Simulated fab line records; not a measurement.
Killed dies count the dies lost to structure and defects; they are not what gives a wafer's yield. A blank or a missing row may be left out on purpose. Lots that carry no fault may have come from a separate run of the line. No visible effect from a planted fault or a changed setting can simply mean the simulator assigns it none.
Problem report in the 8D (eight disciplines) form, filled by code	flow gf180mcu	the parts of the form that need people (team, actions taken, sign-off) are left out

## 1. THE ISSUE
Wafers without a fault read 20.97 C, standard deviation 0.11; developerTempC at GF_POLY_GATE_DEVELOP_09 reads a mean of 21.72 C on 6 wafers belonging to 2 lots. Relative to the usual mean, that is a shift of +6.8 standard deviations.
The step: develop time 60 s.
Seen first at day 14 19:43 on lithoTrack-01, wafer L801.2. Wafers with a number at this step in the record: 42, from 14 lots. Rule for "out" (also "out of limits"): further than 4 standard deviations from the usual mean. All remaining wafers that have a number are taken as sound.

## 2. WHAT IT IS, WHAT IT ISN'T
question	is	is not
which readings at this step	developerTempC	chillPlateTempC
which lots	L801, L802	L781, L782, L786, L787, L788, L789, L790, L791, L797, L800, L803, L804
which wafers of those lots	all that have a number	-
read on which tools	lithoTrack-01	lithoTrack-02, lithoTrack-03
when	from day 14 19:43	up to then (27 sound wafers); but 9 sound wafers of L800, L803, L804 came after

## 3. THE SUSPECTS, EACH WITH WHAT RULES IT OUT
Counting: a tool stays on the suspect list if, at a process step up to the reading, it processed all lots that are out and no sound lot following the first of them.
- lithoTrack-01 at GF_POLY_GATE_DEVELOP_09 (develop time 60 s): kept. All lots that are out passed through it, beginning with L801 at day 14 19:43, and no sound lot followed; its final sound lot before that point was L797 at day 13 22:49. On those wafers its own readings are out: developerTempC.
Remaining after the count: lithoTrack-01 at GF_POLY_GATE_DEVELOP_09.

## 4. THE CAUSE (what the simulator had put in)
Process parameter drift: lithoTrack-01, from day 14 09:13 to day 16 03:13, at GF_POLY_GATE_DEVELOP_09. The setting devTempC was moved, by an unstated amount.
Only this tool survived the counting.

## 5. SEQUENCE OF EFFECTS, ordered by route
Each row: a reading where the mean over the struck wafers with a number is more than 3 standard deviations away from the usual. Only readings for which the record gives a usual standard deviation are gone through. hours: the time from each lot's start at the first step in this table that gives one to its start at this step, as a median over the lots. sigmas: the change in usual standard deviations.
hours	step	reading	usual	on struck wafers	change	sigmas
0	GF_POLY_GATE_DEVELOP_09	developerTempC	20.97 C	21.72	+0.75	+6.8
Process steps it contains:
- GF_POLY_GATE_DEVELOP_09: develop time 60 s.
Later steps that measure or inspect, where all struck wafers having a row at the step show a number for every such reading and not one has moved that far: GF_POLY_GATE_CD_MEAS_10.

## 6. HOW IT WOULD HAVE BEEN CAUGHT EARLIER
In this record no reading fell out of limits until day 14 19:43, 10 hours after the fault had begun at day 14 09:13.
